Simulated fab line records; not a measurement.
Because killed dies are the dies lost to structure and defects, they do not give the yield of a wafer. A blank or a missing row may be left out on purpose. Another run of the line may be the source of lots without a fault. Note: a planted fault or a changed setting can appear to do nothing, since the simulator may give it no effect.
fab line records    flow sky130
record lots=7  wafers=21  lastDay=50
route steps=708 shown METAL3@571 VIA3@573
lots untouched by any fault: they come from a run of this same line in which no faults occurred
startH: hours from the record's first day to the start of the lot's first wafer shown    waitH: hours elapsed since this lot's preceding step    " as in the row above    L1.1+2: a single row standing in for several wafers    - no value present, or no start provided    * or withheld: withheld    < > ~ a bound
route shown NAME@n: a module of which the file shows steps, and the number in the route of the first    usual: the fault-free wafers' mean and standard deviation    same: alike in all rows    chamber/n: place in a boat    sites: the reading at each site    _std_site: standard deviation across them    _edge_site: the outer-site mean with the inner-site mean subtracted    radiusMm: for every site, how far away it sits from the centre of the wafer    mask NAME#n: copy n    behind: the tool/chamber that last shaped the wafer    hold: why the lot was held/for how many hours/how that ended    device: transistor that didn't switch, given as n, p or np    end of line: the tests these same wafers got at the end of their route    a step with no rows: only its recipe    killed: the dies lost at the first sort to structure and to defects; this is not the yield of the wafer    map: a wafer's dies, marking killed ones x, the rest . and places with no die _
set.NAME: the setting as run; set.NAME@STEP: as run at that earlier step    model.NAME: the simulator's own value behind a step, which no gauge read
lots at selected steps of the route; one table per step, one row per wafer
services: from which hour (startH, from the record's first day; less than 0 if before it) a tool's chamber was out of use, for how many hours, and why
## steps
# step SKY_METAL3_CLEAN_21
# recipe chemistry=IPA  timeS=180  tempC=25
# step SKY_METAL3_CLEAN_22
# recipe chemistry=O3/DIW  dry=n2Spin
# step SKY_VIA3_HDPCVD_00
# recipe material=SiO2  targetThkNm=1635  sigmaOpenFrac=0.3  timeS=272.5  tempC=400  sih4FlowSccm=60  pressureMtorr=6
# step SKY_VIA3_THK_MEAS_01
# recipe reads=SiO2_of_VIA3_HDPCVD_00
# usual VIA3_HDPCVD_THK=1632/16
lot.wafer  tool          chamber  startH   waitH  VIA3_HDPCVD_THK[nm]
L929.1     filmMetro-01  -        944.53   0.1    1607
L929.4     "             -        "        "      1613
L929.6     "             -        "        "      1589
L930.1     filmMetro-04  -        947.24   0.1    1641
L930.3     "             -        "        "      1624
L930.4     "             -        "        "      1641
L932.1     filmMetro-01  -        952.45   0.1    1629
L932.2     "             -        "        "      1667
L932.5     "             -        "        "      1635
L938.4     filmMetro-02  -        1014.19  0.0    1607
L938.5     "             -        "        "      1615
L938.6     "             -        "        "      1613
L941.2     filmMetro-01  -        1017.82  0.1    1644
L941.4     "             -        "        "      1636
L941.6     "             -        "        "      1643
L942.1     filmMetro-01  -        1021.23  0.1    1637
L942.2     "             -        "        "      1641
L942.6     "             -        "        "      1635
L946.2     filmMetro-02  -        1046.42  0.1    1628
L946.3     "             -        "        "      1620
L946.5     "             -        "        "      1624
# step SKY_VIA3_CMP_02
# recipe material=SiO2  downForcePsi=4  platenRpm=60  padVelocityMS=0.94248
# usual motorCurrentA=12.7/1.2
lot.wafer  tool    chamber  startH   waitH  motorCurrentA
L929.1     cmp-01  2        944.69   0.1    12.8
L929.4     "       3        "        "      11.0
L929.6     "       0        "        "      11.4
L930.4     cmp-01  1        947.30   0.0    13.1
L930.3     "       2        "        "      13.0
L930.1     "       3        "        "      11.9
L932.1     cmp-01  2        952.56   0.1    12.7
L932.2     "       0        "        "      10.5
L932.5     "       1        "        "      13.5
L938.4     cmp-02  3        1014.35  0.2    13.7
L938.5     "       3        "        "      13.9
L938.6     "       0        "        "      14.4
L941.2     cmp-01  0        1017.89  0.1    11.3
L941.4     "       1        "        "      12.5
L941.6     "       0        "        "      11.6
L942.2     cmp-02  3        1021.34  0.1    13.5
L942.1     "       0        "        "      14.3
L942.6     "       2        "        "      12.7
L946.2     cmp-01  2        1046.52  0.1    12.7
L946.3     "       3        "        "      11.3
L946.5     "       2        "        "      13.3
# step SKY_VIA3_BOW_MEAS_03
# recipe mode=bow
# usual VIA3_BOW=79/8
lot.wafer  tool          chamber  startH   waitH  VIA3_BOW[um]
L929.1     filmMetro-01  -        944.89   0.1    81
L929.4     "             -        "        "      71
L929.6     "             -        "        "      80
L930.1     filmMetro-04  -        947.60   0.1    83
L930.3     "             -        "        "      83
L930.4     "             -        "        "      79
L932.1     filmMetro-02  -        952.81   0.2    68
L932.2     "             -        "        "      62
L932.5     "             -        "        "      68
L938.4     filmMetro-04  -        1014.71  0.3    84
L938.5     "             -        "        "      69
L938.6     "             -        "        "      77
L941.2     filmMetro-02  -        1018.21  0.3    85
L941.4     "             -        "        "      73
L941.6     "             -        "        "      79
L942.1     filmMetro-04  -        1021.59  0.1    70
L942.2     "             -        "        "      79
L942.6     "             -        "        "      64
L946.2     filmMetro-02  -        1046.79  0.2    89
L946.3     "             -        "        "      78
L946.5     "             -        "        "      85
# step SKY_VIA3_DEHYDRATE_04
# recipe tempC=200  timeS=60
# step SKY_VIA3_HMDS_05
# recipe primeTimeS=60  primeTempC=120
# step SKY_VIA3_COAT_06
# recipe resist=BARC  tempC=withheld  timeS=withheld  spinRpm=3000  resistThkNm=60
# step SKY_VIA3_COAT_07
# recipe resist=KrF-thick  spinRpm=3000  resistThkNm=450
# step SKY_VIA3_SOFTBAKE_08
# recipe tempC=100  timeS=90  resist=KrF-thick
# step SKY_VIA3_EXPOSE_09
# recipe maskId=VIM3  na=0.8  sourceShape=annular  sigmaInner=0.55  sigmaOuter=0.85  targetCdNm=200  doseMj=38
# step SKY_VIA3_PEB_10
# recipe pebTempC=withheld  pebTimeS=withheld  resist=KrF-thick
# usual chillPlateTempC=*  exhaustPa=44.8/0.91
lot.wafer  tool           chamber  startH  waitH  chillPlateTempC  exhaustPa
L929.1     lithoTrack-04  -        968     -      -                -
L929.4     "              -        "       "      -                -
L929.6     "              -        "       "      -                -
L930.1     lithoTrack-01  -        971     -      -                -
L930.3     "              -        "       "      -                -
L930.4     "              -        "       "      -                -
L932.1     lithoTrack-04  -        975     -      -                -
L932.2     "              -        "       "      -                -
L932.5     "              -        "       "      -                -
L938.4     lithoTrack-02  0        1037    -      *                45.2
L938.5     "              0        "       "      *                42.5
L938.6     "              0        "       "      *                44.0
L941.2     lithoTrack-04  0        1041    -      *                45.0
L941.4     "              0        "       "      *                44.7
L941.6     "              0        "       "      *                45.0
L942.1     lithoTrack-02  0        1044    -      *                44.9
L942.2     "              0        "       "      *                44.0
L942.6     "              0        "       "      *                45.5
L946.2     lithoTrack-01  0        1068    -      *                44.1
L946.3     "              0        "       "      *                43.7
L946.5     "              0        "       "      *                43.6
# step SKY_VIA3_DEVELOP_11
# recipe developTimeS=60  resist=KrF-thick  devTempC=21
## services
tool    chamber  startH   hours  kind
cmp-02  -        927.96   0.9    repair
cmp-02  -        987.26   1.4    repair
cmp-02  -        1038.02  2.4    repair
cmp-01  -        1058.34  13.8   repair
## key
firstSign step=SKY_VIA3_PEB_10  reading=toolRecord  direction=missing
effect none on later readings
metAt SKY_VIA3_PEB_10
struckWafers L929.1,L929.4,L929.6,L930.1,L930.3,L930.4,L932.1,L932.2,L932.5
laterRowsLeftOut L929.1,L929.4,L929.6,L930.1,L930.3,L930.4,L932.1,L932.2,L932.5
sortLeftOut L929.1,L929.4,L929.6,L930.1,L930.3,L930.4,L932.1,L932.2,L932.5
fault kind=skippedStepWhole  tool=lithoTrack-01,lithoTrack-04  chamber=-  onsetH=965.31  steps=SKY_VIA3_PEB_10  scope=struckLotsOnly
# sortLeftOut: the simulated sort isn't trusted on such a fault, so these wafers' sort isn't shown, and their yield isn't known
# laterRowsLeftOut: the simulator's readings of these wafers behind a module that went badly wrong aren't trusted and aren't shown, but for the sort
